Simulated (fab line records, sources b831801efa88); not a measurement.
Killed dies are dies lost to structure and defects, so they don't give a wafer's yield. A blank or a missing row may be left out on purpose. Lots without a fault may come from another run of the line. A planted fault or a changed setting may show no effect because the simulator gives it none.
fab line records | flow sky130
record lots=5 wafers=15 last_day=50
route steps=708 shown FIELD_ISO@12 NWELL@32 DNWELL@35 PWDE@45
lots that met no fault: from a run of the same line without faults
start_h: hours from the record's first day to the start of the lot's first wafer shown | wait_h: hours since the lot's step before | " the same as in the row above | L1.1+2: a row that stands for several wafers | - no value, or no start given | * or withheld: withheld | < > ~ a bound
route shown NAME@n: a module of which the file shows steps, and the number in the route of the first | usual: mean/standard deviation of fault-free wafers | same: alike in all rows | chamber/n: place in a boat | sites: the reading at each site | _std_site: their standard deviation | _edge_site: outer sites' mean less inner sites' | radius_mm: how far each site lies from the wafer's centre | mask NAME#n: copy n | behind: the tool/chamber that last shaped the wafer | hold: why the lot was held/for how many hours/how that ended | device: the transistor (n, p or np) that didn't switch | end of line: the same wafers' tests at the end of the route | a step without rows: its recipe alone | killed: dies lost to structure and defects at the first sort, not the wafer's yield | map: a wafer's dies, x killed, . not, _ none there
set.NAME: the setting as run; set.NAME@STEP: as run at that earlier step | model.NAME: the simulator's own value behind a step, which no gauge read
lots at some steps of the route; a table a step, a row a wafer
services: from which hour (start_h, from the record's first day; less than 0 if before it) a tool's chamber was out of use, for how many hours, and why
## steps
# step SKY_FIELD_ISO_PEB_11
# recipe peb_temp_c=withheld peb_time_s=withheld resist=KrF-thick
# columns lot.wafer tool chamber start_h wait_h
L080.1+2+5 litho_track-02 0 - -
L083.2+5+6 litho_track-02 0 - -
L085.4+5+6 litho_track-03 0 - -
L091.1+3+4 litho_track-01 0 - -
L096.1+2+3 litho_track-03 0 - -
# step SKY_FIELD_ISO_DEVELOP_12
# recipe develop_time_s=60 resist=KrF-thick dev_temp_c=21
# columns lot.wafer tool chamber start_h wait_h
L080.1+2+5 litho_track-02 0 - -
L083.2+5+6 litho_track-02 0 - -
L085.4+5+6 litho_track-03 0 - -
L091.1+3+4 litho_track-01 0 - -
L096.1+2+3 litho_track-03 0 - -
# step SKY_FIELD_ISO_CD_MEAS_13
# recipe target_cd_nm=150
# usual cd_nm=150.2/1.8
# columns lot.wafer tool chamber start_h wait_h cd_nm
L080.1 cd_sem-01 - 63.48 - 150.3
L080.2 " - " " 151.6
L080.5 " - " " 150.9
L083.2 cd_sem-01 - 74.70 - 151.5
L083.5 " - " " 150.0
L083.6 " - " " 149.5
L085.4 cd_sem-02 - 89.87 - 149.1
L085.5 " - " " 146.8
L085.6 " - " " 147.7
L091.1 cd_sem-01 - 118.25 - 149.6
L091.3 " - " " 148.4
L091.4 " - " " 149.1
L096.1 cd_sem-01 - 144.62 - 152.1
L096.2 " - " " 152.4
L096.3 " - " " 153.0
# step SKY_FIELD_ISO_ETCH_14
# recipe chemistry=N2/H2 target=BARC ion_energy_ev=200 source_w=500 bias_w=100 pressure_mtorr=30 n2_flow_sccm=100 h2_flow_sccm=200 stop_on=SiO2 time_s=45.9 target_depth_a=600
# usual drypump_motor_current_A=5.5/0.45 n2_flow_sccm=100.04/0.28 oes_product_au=0.854/0.0048 throttle_valve_pct=13.225/0.0092
# columns lot.wafer tool chamber start_h wait_h drypump_motor_current_A n2_flow_sccm oes_product_au rf_hours_counter_h throttle_valve_pct
L080.1 rie_diel-04 1 63.60 0.1 5.5 99.99 0.851 154 13.231
L080.2 " 0 " " 5.8 100.06 0.845 48 13.216
L080.5 " 2 " " 6.2 99.82 0.850 - 13.233
L083.2 rie_diel-04 3 74.80 0.1 4.9 99.79 0.859 19 13.212
L083.5 " 1 " " 5.5 99.87 0.861 - 13.234
L083.6 " 2 " " 6.2 100.41 0.850 - 13.221
L085.4 rie_diel-04 0 89.93 0.0 5.8 100.06 0.855 49 13.209
L085.5 " 1 " " 5.5 99.81 0.857 - 13.217
L085.6 " 0 " " 5.8 99.73 0.852 - 13.232
L091.1 rie_diel-01 0 118.37 0.1 5.0 100.14 0.848 141 13.218
L091.3 " 3 " " 6.2 100.17 0.855 1 13.229
L091.4 " 1 " " 5.4 100.18 0.857 115 13.220
L096.1 rie_diel-04 1 144.74 0.1 5.5 99.79 0.856 156 13.226
L096.2 " 0 " " 5.8 100.29 0.850 50 13.223
L096.3 " 3 " " 4.9 100.06 0.857 20 13.219
# step SKY_FIELD_ISO_ETCH_15
# recipe chemistry=CHF3/O2 target_depth_nm=180 stop_on=Si source_w=600 bias_w=200 pressure_mtorr=40 chf3_flow_sccm=50 O2_flow_sccm=5 time_s=72
# usual chf3_flow_sccm=49.99/0.16 drypump_motor_current_A=5.5/0.45 oes_product_au=0.948/0.0067 throttle_valve_pct=8.845/0.0088
# columns lot.wafer tool chamber start_h wait_h chf3_flow_sccm drypump_motor_current_A oes_product_au rf_hours_counter_h throttle_valve_pct
L080.1 rie_diel-04 1 63.64 0.0 50.02 5.5 0.956 154 8.841
L080.2 " 0 " " 49.82 5.8 0.954 48 8.851
L080.5 " 2 " " 50.05 6.2 0.947 - 8.852
L083.2 rie_diel-04 3 74.84 0.0 50.22 4.9 0.949 19 8.837
L083.5 " 1 " " 49.90 5.5 0.952 - 8.851
L083.6 " 2 " " 49.82 6.2 0.947 - 8.845
L085.4 rie_diel-04 0 89.97 0.0 49.76 5.8 0.935 49 8.850
L085.5 " 1 " " 50.08 5.5 0.951 - 8.845
L085.6 " 0 " " 49.95 5.8 0.944 - 8.851
L091.1 rie_diel-01 0 118.41 0.0 49.90 5.0 0.944 141 8.844
L091.3 " 3 " " 50.13 6.2 0.936 1 8.819
L091.4 " 1 " " 50.12 5.4 0.954 116 8.856
L096.1 rie_diel-04 1 144.78 0.0 49.86 5.5 0.941 156 8.850
L096.2 " 0 " " 50.12 5.8 0.950 50 8.845
L096.3 " 3 " " 50.16 4.9 0.954 20 8.866
# step SKY_FIELD_ISO_STRIP_16
# recipe chemistry=O2/N2 power_w=1400 pressure_mtorr=1500 platen_temp_c=withheld o2_flow_sccm=3000 n2_flow_sccm=300 overash_fraction=0.5
# usual drypump_motor_current_A=5.7/0.4 n2_flow_sccm=299.9/0.8 o2_flow_sccm=3000/9.8 oes_product_au=0.378/0.0058 strip_time_to_endpoint_s=3.55/0.056
# columns lot.wafer tool chamber start_h wait_h drypump_motor_current_A n2_flow_sccm o2_flow_sccm oes_product_au rf_hours_counter_h strip_time_to_endpoint_s
L080.1 plasma_asher-02 0 63.70 0.0 6.0 300.3 3003 0.375 40 3.56
L080.2 " 1 " " 5.0 299.5 2992 0.380 40 3.60
L080.5 " 1 " " 5.0 300.9 2999 0.376 - 3.55
L083.2 plasma_asher-04 1 74.90 0.0 5.6 299.7 3005 0.379 28 3.47
L083.5 " 0 " " 5.9 299.1 2993 0.371 - 3.52
L083.6 " 1 " " 5.6 298.9 2988 0.377 - 3.48
L085.4 plasma_asher-02 1 90.06 0.1 5.0 300.7 3012 0.387 - 3.59
L085.5 " 1 " " 5.0 300.5 3005 0.382 - 3.55
L085.6 " 0 " " 6.0 299.3 3004 0.385 - 3.60
L091.1 plasma_asher-04 1 118.46 0.0 5.6 298.7 2994 0.386 31 3.62
L091.3 " 1 " " 5.6 299.4 2999 0.364 - 3.52
L091.4 " 0 " " 5.9 299.5 3001 0.382 - 3.59
L096.1 plasma_asher-04 0 144.83 0.0 6.0 299.9 2988 0.378 33 3.52
L096.2 " 1 " " 5.7 300.2 3008 0.383 33 3.57
L096.3 " 0 " " 6.0 300.1 2989 0.386 - 3.45
# step SKY_FIELD_ISO_ETCH_17
# recipe target_depth_a=3420 mask_material=Si3N4 chemistry=HBr/Cl2/O2 target=Si taper_deg=5 icp_w=600 bias_w=150 pressure_mtorr=15 HBr_flow_sccm=150 Cl2_flow_sccm=40 O2_flow_sccm=6 time_s=97.7
# usual drypump_motor_current_A=5.5/0.39 oes_product_au=1.003/0.0095 throttle_valve_pct=25.654/0.011
# columns lot.wafer tool chamber start_h wait_h drypump_motor_current_A oes_product_au rf_hours_counter_h throttle_valve_pct
L080.1 rie_si-01 2 63.80 0.1 6.2 1.004 16 25.647
L080.2 " 3 " " 6.0 1.009 62 25.667
L080.5 " 0 " " 5.3 1.003 - 25.648
L083.2 rie_si-02 3 75.00 0.1 5.2 1.012 119 25.639
L083.5 " 3 " " 5.3 1.003 - 25.653
L083.6 " 0 " " 5.4 1.004 - 25.667
L085.4 rie_si-01 2 90.13 0.0 6.2 1.000 16 25.645
L085.5 " 1 " " 5.4 1.005 - 25.663
L085.6 " 2 " " 6.2 0.997 - 25.670
L091.1 rie_si-02 1 118.56 0.1 5.3 1.003 4 25.645
L091.3 " 2 " " 5.0 0.983 123 25.654
L091.4 " 3 " " 5.3 0.989 120 25.681
L096.1 rie_si-02 0 144.93 0.1 5.4 1.007 35 25.649
L096.2 " 3 " " 5.3 1.002 120 25.638
L096.3 " 1 " " 5.3 1.006 4 25.652
# step SKY_FIELD_ISO_WET_ETCH_18
# recipe chemistry=H3PO4 target_depth_nm=25 temp_c=160 target=Si3N4 time_s=286
# columns lot.wafer tool chamber start_h wait_h
L080.1+2+5 wet_bench-04 3 63.87 0.0
L083.2+5+6 wet_bench-03 3 75.07 0.0
L085.4+5+6 wet_bench-02 1 90.20 0.0
L091.1+3+4 wet_bench-02 2 118.64 0.0
L096.1+2+3 wet_bench-04 3 145.01 0.0
# step SKY_FIELD_ISO_CLEAN_19
# recipe chemistry=SC1/SC2 mix=1:4:20 temp_c=70 time_s=150
# columns lot.wafer tool chamber start_h wait_h
L080.1+2+5 wet_bench-04 0 63.96 0.0
L083.2+5+6 wet_bench-04 1 75.16 0.0
L085.4+5+6 wet_bench-04 2 90.29 0.0
L091.1+3+4 wet_bench-04 1 118.72 0.0
L096.1+2+3 wet_bench-02 1 145.09 0.0
# step SKY_FIELD_ISO_CLEAN_20
# recipe chemistry=dHF time_s=20 dilution=100:1
# columns lot.wafer tool chamber start_h wait_h
L080.1+2+5 wet_bench-04 1 64.01 0.0
L083.2+5+6 wet_bench-02 2 75.21 0.0
L085.4+5+6 wet_bench-03 1 90.34 0.0
L091.1+3+4 wet_bench-03 1 118.78 0.0
L096.1+2+3 wet_bench-04 2 145.14 0.0
# step SKY_FIELD_ISO_WET_ETCH_21
# recipe chemistry=dHF dilution=100:1 target_depth_nm=20 dry=ipa_marangoni target=SiO2 temp_c=25 time_s=400
# columns lot.wafer tool chamber start_h wait_h
L080.1+2+5 wet_bench-04 0 64.02 0.0
L083.2+5+6 wet_bench-03 1 75.22 0.0
L085.4+5+6 wet_bench-02 2 90.35 0.0
L091.1+3+4 wet_bench-02 1 118.79 0.0
L096.1+2+3 wet_bench-02 0 145.16 0.0
# step SKY_FIELD_ISO_OXIDATION_22
# recipe temp_c=950 ambient=O2 stabilise_s=600 purge_s=300 target_thk_a=100 ox_time_s=623
# usual spike_tc_bottom_C=966.6/2.1 zone_power_top_pct=32/3.9 zone_power_upper_pct=18.9/0.71
# columns lot.wafer tool chamber start_h wait_h spike_tc_bottom_C zone_power_top_pct zone_power_upper_pct
L080.1 furnace-02 0 66.27 2.1 968.0 36 19.6
L080.2 " 0 " " 969.3 37 19.5
L080.5 " 0 " " 970.3 37 19.6
L083.2 furnace-02 0 75.88 0.5 967.3 37 19.9
L083.5 " 0 " " 968.7 37 19.9
L083.6 " 0 " " 966.0 37 19.9
L085.4 furnace-01 0 91.47 1.0 965.6 29 18.2
L085.5 " 0 " " 964.4 29 18.2
L085.6 " 0 " " 965.2 29 18.1
L091.1 furnace-02 0 118.91 0.0 970.0 36 19.6
L091.3 " 0 " " 968.4 36 19.5
L091.4 " 0 " " 968.3 36 19.6
L096.1 furnace-02 0 146.67 1.4 968.9 36 20.0
L096.2 " 0 " " 968.1 37 19.7
L096.3 " 0 " " 968.2 37 19.3
# step SKY_FIELD_ISO_THK_MEAS_23
# recipe reads=SiO2_of_FIELD_ISO_OXIDATION_22
# usual FIELD_ISO_OXIDATION_01_THK=10.06/0.18
# columns lot.wafer tool chamber start_h wait_h FIELD_ISO_OXIDATION_01_THK[nm]
L080.1 film_metro-02 - 67.44 0.0 10.42
L080.2 " - " " 10.22
L080.5 " - " " 10.28
L083.2 film_metro-02 - 77.06 0.0 10.14
L083.5 " - " " 10.06
L083.6 " - " " 10.07
L085.4 film_metro-04 - 92.68 0.0 9.87
L085.5 " - " " 9.90
L085.6 " - " " 9.78
L091.1 film_metro-01 - 120.08 0.0 10.00
L091.3 " - " " 9.80
L091.4 " - " " 10.26
L096.1 film_metro-01 - 147.84 0.0 10.15
L096.2 " - " " 10.08
L096.3 " - " " 10.10
# step SKY_FIELD_ISO_CVD_24
# recipe material=SiO2 target_thk_nm=595 temp_c=650 sigma_open_frac=0.3 time_s=99.2 sih4_flow_sccm=60 pressure_mtorr=6
# usual sih4_flow_sccm=59.98/0.18
# columns lot.wafer tool chamber start_h wait_h sih4_flow_sccm
L080.1 hdpcvd-02 0 67.50 0.1 59.92
L080.2 " 1 " " 60.26
L080.5 " 0 " " 60.03
L083.2 hdpcvd-02 2 77.11 0.0 60.20
L083.5 " 2 " " 60.12
L083.6 " 1 " " 60.12
L085.4 hdpcvd-01 2 92.74 0.1 60.05
L085.5 " 1 " " 59.95
L085.6 " 2 " " 59.90
L091.1 hdpcvd-02 2 120.14 0.1 59.90
L091.3 " 1 " " 59.53
L091.4 " 2 " " 60.11
L096.1 hdpcvd-01 0 147.90 0.1 59.97
L096.2 " 1 " " 60.00
L096.3 " 2 " " 59.87
# step SKY_FIELD_ISO_THK_MEAS_25
# recipe reads=SiO2_of_FIELD_ISO_CVD_24
# usual FIELD_ISO_CVD_24_THK=595/5.7
# columns lot.wafer tool chamber start_h wait_h FIELD_ISO_CVD_24_THK[nm]
L080.1 film_metro-04 - 67.57 0.0 609
L080.2 " - " " 613
L080.5 " - " " 599
L083.2 film_metro-02 - 77.20 0.0 587
L083.5 " - " " 592
L083.6 " - " " 592
L085.4 film_metro-02 - 92.84 0.1 604
L085.5 " - " " 587
L085.6 " - " " 607
L091.1 film_metro-02 - 120.22 0.0 585
L091.3 " - " " 595
L091.4 " - " " 580
L096.1 film_metro-04 - 147.98 0.0 587
L096.2 " - " " 602
L096.3 " - " " 599
# step SKY_FIELD_ISO_ANNEAL_26
# recipe temp_c=1000 time_s=1800 ambient=N2
# usual spike_tc_bottom_C=1017.1/2.1 zone_power_top_pct=37/4.1 zone_power_upper_pct=21.4/0.72
# columns lot.wafer tool chamber start_h wait_h spike_tc_bottom_C zone_power_top_pct zone_power_upper_pct
L080.1 furnace-01 0 69.97 2.4 1016.0 32 20.3
L080.2 " 0 " " 1014.9 32 20.6
L080.5 " 0 " " 1013.7 31 20.3
L083.2 furnace-01 0 78.45 1.2 1014.9 31 20.4
L083.5 " 0 " " 1013.3 31 20.6
L083.6 " 0 " " 1015.5 32 20.5
L085.4 furnace-01 0 92.87 0.0 1014.1 32 20.4
L085.5 " 0 " " 1015.9 32 20.9
L085.6 " 0 " " 1015.2 31 20.6
L091.1 furnace-01 0 120.97 0.7 1015.2 32 20.6
L091.3 " 0 " " 1015.0 31 21.1
L091.4 " 0 " " 1015.9 31 20.7
L096.1 furnace-01 0 148.93 0.9 1013.3 31 20.7
L096.2 " 0 " " 1014.0 32 20.5
L096.3 " 0 " " 1013.3 32 20.9
# step SKY_FIELD_ISO_CMP_27
# recipe stop_on=Si3N4 t_overpolish_s=16 down_force_psi=4 platen_rpm=60 target_thk_nm=457.8 pad_velocity_m_s=0.94248
# usual motor_current_A=12.3/1.2 overpolish_run_s=16.000/0.0083 time_to_endpoint_s=114/5.1
# columns lot.wafer tool chamber start_h wait_h motor_current_A overpolish_run_s time_to_endpoint_s
L080.1 cmp-02 2 71.47 0.0 11.0 15.994 115
L080.2 " 0 " " 12.2 16.003 112
L080.5 " 2 " " 11.3 15.988 116
L083.2 cmp-02 3 80.04 0.1 12.4 16.018 109
L083.6 " 3 " " 11.7 16.004 113
L083.5 " 0 " " 11.8 16.001 106
L085.4 cmp-02 0 94.52 0.1 12.1 15.992 111
L085.6 " 1 " " 12.8 15.993 112
L085.5 " 2 " " 12.2 16.014 115
L091.1 cmp-01 3 122.62 0.1 9.8 15.995 108
L091.4 " 0 " " 15.2 15.981 111
L091.3 " 2 " " 10.9 16.003 121
L096.1 cmp-01 3 150.53 0.1 9.7 15.991 102
L096.2 " 0 " " 14.5 16.008 114
L096.3 " 2 " " 10.7 15.999 111
# step SKY_FIELD_ISO_WET_ETCH_28
# recipe chemistry=dHF target_depth_nm=23.7 target=SiO2 dilution=10:1 temp_c=25 time_s=47
# columns lot.wafer tool chamber start_h wait_h
L080.1+2+5 wet_bench-03 3 71.77 0.2
L083.2+5+6 wet_bench-03 3 80.34 0.2
L085.4+5+6 wet_bench-04 1 94.67 0.1
L091.1+3+4 wet_bench-04 3 122.92 0.2
L096.1+2+3 wet_bench-04 1 150.83 0.2
# step SKY_FIELD_ISO_WET_ETCH_29
# recipe chemistry=H3PO4 target_depth_nm=160 target=Si3N4 temp_c=160 time_s=1825
# columns lot.wafer tool chamber start_h wait_h
L080.1+2+5 wet_bench-02 2 71.79 0.0
L083.2+5+6 wet_bench-02 2 80.36 0.0
L085.4+5+6 wet_bench-02 2 94.69 0.0
L091.1+3+4 wet_bench-03 1 122.94 0.0
L096.1+2+3 wet_bench-03 3 150.85 0.0
# step SKY_FIELD_ISO_WET_ETCH_30
# recipe chemistry=dHF target_depth_nm=25 target=SiO2 dilution=10:1 temp_c=25 time_s=48.96
# columns lot.wafer tool chamber start_h wait_h
L080.1+2+5 wet_bench-03 1 72.30 0.0
L083.2+5+6 wet_bench-04 0 80.88 0.0
L085.4+5+6 wet_bench-04 1 95.21 0.0
L091.1+3+4 wet_bench-04 3 123.46 0.0
L096.1+2+3 wet_bench-02 3 151.41 0.0
# step SKY_NWELL_CLEAN_00
# recipe chemistry=SC1/SC2 mix=1:4:20 temp_c=70 time_s=150 dry=n2_spin
# columns lot.wafer tool chamber start_h wait_h
L080.1+2+5 wet_bench-04 0 72.33 0.0
L083.2+5+6 wet_bench-03 1 80.90 0.0
L085.4+5+6 wet_bench-02 3 95.23 0.0
L091.1+3+4 wet_bench-02 2 123.48 0.0
L096.1+2+3 wet_bench-04 2 151.44 0.0
# step SKY_NWELL_OXIDATION_01
# recipe temp_c=900 ambient=O2 stabilise_s=600 purge_s=300 target_thk_a=100 ox_time_s=1418
# usual spike_tc_bottom_C=916.5/2.1 zone_power_top_pct=30/3.6 zone_power_upper_pct=16.7/0.62
# columns lot.wafer tool chamber start_h wait_h spike_tc_bottom_C zone_power_top_pct zone_power_upper_pct
L080.1 furnace-01 0 74.15 1.8 914.2 27 16.1
L080.2 " 0 " " 913.5 26 15.8
L080.5 " 0 " " 913.6 26 16.1
L083.2 furnace-01 0 81.20 0.3 914.2 26 16.0
L083.5 " 0 " " 913.7 27 16.2
L083.6 " 0 " " 912.7 26 16.4
L085.4 furnace-02 0 96.10 0.8 918.8 33 17.4
L085.5 " 0 " " 919.2 33 17.8
L085.6 " 0 " " 918.3 33 17.0
L091.1 furnace-02 0 123.64 0.1 918.0 33 17.2
L091.3 " 0 " " 918.4 33 17.2
L091.4 " 0 " " 918.4 33 17.2
L096.1 furnace-01 0 151.94 0.5 915.2 26 16.0
L096.2 " 0 " " 913.1 26 16.2
L096.3 " 0 " " 914.4 26 16.3
# step SKY_NWELL_THK_MEAS_02
# recipe reads=SiO2_of_NWELL_OXIDATION_01
# usual NWELL_OXIDATION_THK=10.08/0.15
# columns lot.wafer tool chamber start_h wait_h NWELL_OXIDATION_THK[nm]
L080.1 film_metro-01 - 75.55 0.0 9.92
L080.2 " - " " 9.90
L080.5 " - " " 9.95
L083.2 film_metro-02 - 82.61 0.0 10.03
L083.5 " - " " 10.16
L083.6 " - " " 9.92
L085.4 film_metro-02 - 97.53 0.0 10.17
L085.5 " - " " 10.15
L085.6 " - " " 10.06
L091.1 film_metro-02 - 125.06 0.0 10.28
L091.3 " - " " 10.09
L091.4 " - " " 9.95
L096.1 film_metro-03 - 153.34 0.0 9.90
L096.2 " - " " 9.98
L096.3 " - " " 10.00
# step SKY_DNWELL_DEHYDRATE_00
# recipe temp_c=200 time_s=60
# usual plate_temp_C=200.02/0.18
# columns lot.wafer tool chamber start_h wait_h plate_temp_C
L080.1 litho_track-04 0 83.46 7.9 199.93
L080.2 " 0 " " 199.95
L080.5 " 0 " " 199.79
L083.2 litho_track-03 0 90.48 7.9 199.72
L083.5 " 0 " " 199.97
L083.6 " 0 " " 199.69
L085.4 litho_track-02 0 105.26 7.7 199.90
L085.5 " 0 " " 199.74
L085.6 " 0 " " 199.76
L091.1 litho_track-02 0 133.68 8.6 199.79
L091.3 " 0 " " 200.14
L091.4 " 0 " " 200.35
L096.1 litho_track-03 0 162.91 9.6 200.17
L096.2 " 0 " " 200.23
L096.3 " 0 " " 199.94
# step SKY_DNWELL_HMDS_01
# recipe prime_time_s=60 prime_temp_c=120
# columns lot.wafer tool chamber start_h wait_h
L080.1+2+5 litho_track-04 0 83.61 0.1
L083.2+5+6 litho_track-03 0 90.63 0.1
L085.4+5+6 litho_track-02 0 105.41 0.1
L091.1+3+4 litho_track-02 0 133.83 0.1
L096.1+2+3 litho_track-03 0 163.06 0.1
# step SKY_DNWELL_COAT_02
# recipe spin_rpm=2000 resist_thk_nm=3000
# columns lot.wafer tool chamber start_h wait_h
L080.1+2+5 litho_track-04 0 83.76 0.1
L083.2+5+6 litho_track-03 0 90.78 0.1
L085.4+5+6 litho_track-02 0 105.56 0.1
L091.1+3+4 litho_track-02 0 133.98 0.1
L096.1+2+3 litho_track-03 0 163.21 0.1
# step SKY_DNWELL_SOFTBAKE_03
# recipe temp_c=110 time_s=withheld
# usual plate_temp_C=110.02/0.13
# columns lot.wafer tool chamber start_h wait_h plate_temp_C
L080.1 litho_track-04 0 83.91 0.1 110.05
L080.2 " 0 " " 109.99
L080.5 " 0 " " 109.85
L083.2 litho_track-03 0 90.94 0.1 109.86
L083.5 " 0 " " 109.89
L083.6 " 0 " " 110.09
L085.4 litho_track-02 0 105.73 0.1 109.88
L085.5 " 0 " " 109.86
L085.6 " 0 " " 110.00
L091.1 litho_track-02 0 134.13 0.1 109.92
L091.3 " 0 " " 109.85
L091.4 " 0 " " 109.80
L096.1 litho_track-03 0 163.36 0.1 109.95
L096.2 " 0 " " 110.10
L096.3 " 0 " " 109.94
# step SKY_DNWELL_EXPOSE_04
# recipe mask_id=DNM na=0.57 target_cd_nm=3000 dose_mj=222
# usual reticle_temp_C=22.97/0.097
# columns lot.wafer tool chamber start_h wait_h mask reticle_temp_C
L080.1 iline_stepper-01 0 - - DNM#0 22.88
L080.2 " 0 " " DNM#0 22.64
L080.5 " 0 " " DNM#0 22.93
L083.2 iline_stepper-01 0 - - DNM#0 23.05
L083.5 " 0 " " DNM#0 22.90
L083.6 " 0 " " DNM#0 23.03
L085.4 iline_stepper-01 0 - - DNM#0 22.87
L085.5 " 0 " " DNM#0 22.94
L085.6 " 0 " " DNM#0 22.87
L091.1 iline_stepper-02 0 - - DNM#0 22.98
L091.3 " 0 " " DNM#0 22.88
L091.4 " 0 " " DNM#0 22.92
L096.1 iline_stepper-02 0 - - DNM#0 23.07
L096.2 " 0 " " DNM#0 23.22
L096.3 " 0 " " DNM#0 23.00
# step SKY_DNWELL_PEB_05
# recipe temp_c=115 time_s=withheld
# usual plate_temp_C=115.02/0.13
# columns lot.wafer tool chamber start_h wait_h plate_temp_C
L080.1 litho_track-02 0 - - 114.96
L080.2 " 0 " " 114.84
L080.5 " 0 " " 114.91
L083.2 litho_track-04 0 - - 114.94
L083.5 " 0 " " 115.19
L083.6 " 0 " " 114.99
L085.4 litho_track-02 0 - - 114.96
L085.5 " 0 " " 115.02
L085.6 " 0 " " 115.10
L091.1 litho_track-04 0 - - 115.03
L091.3 " 0 " " 114.96
L091.4 " 0 " " 115.16
L096.1 litho_track-03 0 - - 115.13
L096.2 " 0 " " 115.17
L096.3 " 0 " " 115.10
# step SKY_DNWELL_DEVELOP_06
# recipe wall_angle_deg=90 developer=TMAH develop_time_s=60 dev_temp_c=23
# columns lot.wafer tool chamber start_h wait_h
L080.1+2+5 litho_track-02 0 - -
L083.2+5+6 litho_track-04 0 - -
L085.4+5+6 litho_track-02 0 - -
L091.1+3+4 litho_track-04 0 - -
L096.1+2+3 litho_track-03 0 - -
# step SKY_DNWELL_IMPLANT_07
# recipe species=P energy_kev=withheld dose_cm2=withheld tilt_deg=withheld
# columns lot.wafer tool chamber start_h wait_h
L080.1+2+5 implanter-04 0 92.93 -
L083.2+5+6 implanter-04 0 100.14 -
L085.4+5+6 implanter-04 0 116.06 -
L091.1+3+4 implanter-04 0 143.21 -
L096.1+2+3 implanter-03 0 173.56 -
# step SKY_DNWELL_STRIP_08
# recipe chemistry=O2/N2 power_w=1400 pressure_mtorr=1500 platen_temp_c=withheld o2_flow_sccm=3000 n2_flow_sccm=300 overash_fraction=0.5
# usual drypump_motor_current_A=5.9/0.56 n2_flow_sccm=300.0/0.91 o2_flow_sccm=3002/9.7 oes_product_au=0.723/0.0044 strip_time_to_endpoint_s=36.89/0.089
# columns lot.wafer tool chamber start_h wait_h drypump_motor_current_A n2_flow_sccm o2_flow_sccm oes_product_au rf_hours_counter_h strip_time_to_endpoint_s
L080.1 plasma_asher-03 1 93.08 0.1 5.9 299.6 3012 0.724 39 36.93
L080.2 " 0 " " 6.4 299.7 3005 0.718 39 36.93
L080.5 " 0 " " 6.4 299.1 3005 0.720 - 36.88
L083.2 plasma_asher-02 1 100.26 0.1 5.0 299.7 2991 0.719 43 36.93
L083.5 " 0 " " 6.0 300.9 2980 0.728 - 36.87
L083.6 " 1 " " 5.0 297.5 3002 0.727 - 36.87
L085.4 plasma_asher-01 1 116.16 0.1 6.7 300.4 2998 0.720 - 36.99
L085.5 " 0 " " 5.6 300.5 3012 0.719 - 36.96
L085.6 " 1 " " 6.7 299.9 3002 0.725 - 36.89
L091.1 plasma_asher-02 0 143.36 0.1 6.0 301.1 3005 0.729 47 37.03
L091.3 " 1 " " 5.0 300.7 2992 0.723 - 36.91
L091.4 " 0 " " 6.0 301.1 3005 0.712 - 36.93
L096.1 plasma_asher-03 1 173.71 0.1 5.9 301.1 2989 0.721 5 36.84
L096.2 " 0 " " 6.3 299.3 3010 0.727 5 36.79
L096.3 " 1 " " 5.9 303.0 3016 0.721 - 36.79
# step SKY_DNWELL_TW_MEAS_09
# usual DNWELL_TW=1115/10
# columns lot.wafer tool chamber start_h wait_h DNWELL_TW
L080.1 film_metro-02 - 93.18 0.1 1120
L080.2 " - " " 1117
L080.5 " - " " 1119
L083.2 film_metro-02 - 100.37 0.1 1113
L083.5 " - " " 1113
L083.6 " - " " 1123
L085.4 film_metro-03 - 116.26 0.1 1116
L085.5 " - " " 1120
L085.6 " - " " 1111
L091.1 film_metro-02 - 143.46 0.1 1127
L091.3 " - " " 1126
L091.4 " - " " 1121
L096.1 film_metro-01 - 173.81 0.1 1104
L096.2 " - " " 1105
L096.3 " - " " 1099
# step SKY_PWDE_DEHYDRATE_00
# recipe temp_c=200 time_s=60
# usual plate_temp_C=200.02/0.15
# columns lot.wafer tool chamber start_h wait_h plate_temp_C
L080.1 litho_track-04 0 101.36 8.2 199.84
L080.2 " 0 " " 200.01
L080.5 " 0 " " 199.83
L083.2 litho_track-01 0 108.42 8.0 200.02
L083.5 " 0 " " 200.12
L083.6 " 0 " " 199.97
L085.4 litho_track-04 0 124.44 8.2 200.07
L085.5 " 0 " " 199.62
L085.6 " 0 " " 199.91
L091.1 litho_track-03 0 152.21 8.7 200.00
L091.3 " 0 " " 200.06
L091.4 " 0 " " 200.05
L096.1 litho_track-01 0 183.55 9.7 199.87
L096.2 " 0 " " 200.04
L096.3 " 0 " " 199.91
# step SKY_PWDE_HMDS_01
# recipe prime_time_s=60 prime_temp_c=120
# columns lot.wafer tool chamber start_h wait_h
L080.1+2+5 litho_track-04 0 101.51 0.1
L083.2+5+6 litho_track-01 0 108.57 0.1
L085.4+5+6 litho_track-04 0 124.59 0.1
L091.1+3+4 litho_track-03 0 152.36 0.1
L096.1+2+3 litho_track-01 0 183.70 0.1
# step SKY_PWDE_COAT_02
# recipe spin_rpm=2000 resist_thk_nm=3000
# columns lot.wafer tool chamber start_h wait_h
L080.1+2+5 litho_track-04 0 101.66 0.1
L083.2+5+6 litho_track-01 0 108.72 0.1
L085.4+5+6 litho_track-04 0 124.74 0.1
L091.1+3+4 litho_track-03 0 152.51 0.1
L096.1+2+3 litho_track-01 0 183.85 0.1
# step SKY_PWDE_SOFTBAKE_03
# recipe temp_c=110 time_s=withheld
# usual plate_temp_C=110.00/0.13
# columns lot.wafer tool chamber start_h wait_h plate_temp_C
L080.1 litho_track-04 0 101.81 0.1 110.10
L080.2 " 0 " " 109.97
L080.5 " 0 " " 109.98
L083.2 litho_track-01 0 108.88 0.1 109.95
L083.5 " 0 " " 109.90
L083.6 " 0 " " 109.90
L085.4 litho_track-04 0 124.91 0.1 109.98
L085.5 " 0 " " 109.99
L085.6 " 0 " " 109.98
L091.1 litho_track-03 0 152.66 0.1 110.05
L091.3 " 0 " " 110.33
L091.4 " 0 " " 109.98
L096.1 litho_track-01 0 184.00 0.1 110.05
L096.2 " 0 " " 109.91
L096.3 " 0 " " 110.02
## services
# columns tool chamber start_h hours kind
rie_diel-01 - 41.85 0.8 repair
wet_bench-04 - 46.93 3.9 repair
wet_bench-04 - 53.85 1.9 pm
iline_stepper-01 - 56.19 0.8 pm
furnace-01 - 64.10 3.1 pm
plasma_asher-04 - 75.00 15.6 pm
plasma_asher-02 - 78.01 5.1 repair
cmp-02 - 83.41 2.0 repair
rie_diel-04 - 96.95 1.8 repair
hdpcvd-02 - 138.32 3.2 repair
iline_stepper-01 - 143.65 1.7 pm
cmp-02 - 148.03 21.6 repair
implanter-04 - 152.55 3.5 repair
rie_si-02 1 154.49 12.3 repair
implanter-04 - 156.76 19.5 pm
plasma_asher-02 - 157.40 0.4 repair
furnace-02 - 157.59 3.0 pm
cmp-02 - 161.37 0.6 repair
furnace-01 - 164.18 3.9 pm
cmp-02 - 164.30 0.3 repair
cmp-02 - 173.10 4.7 pm
plasma_asher-02 - 175.27 1.8 repair
implanter-04 - 176.29 3.7 pm
rie_si-02 - 178.75 0.7 repair
## key
fault none
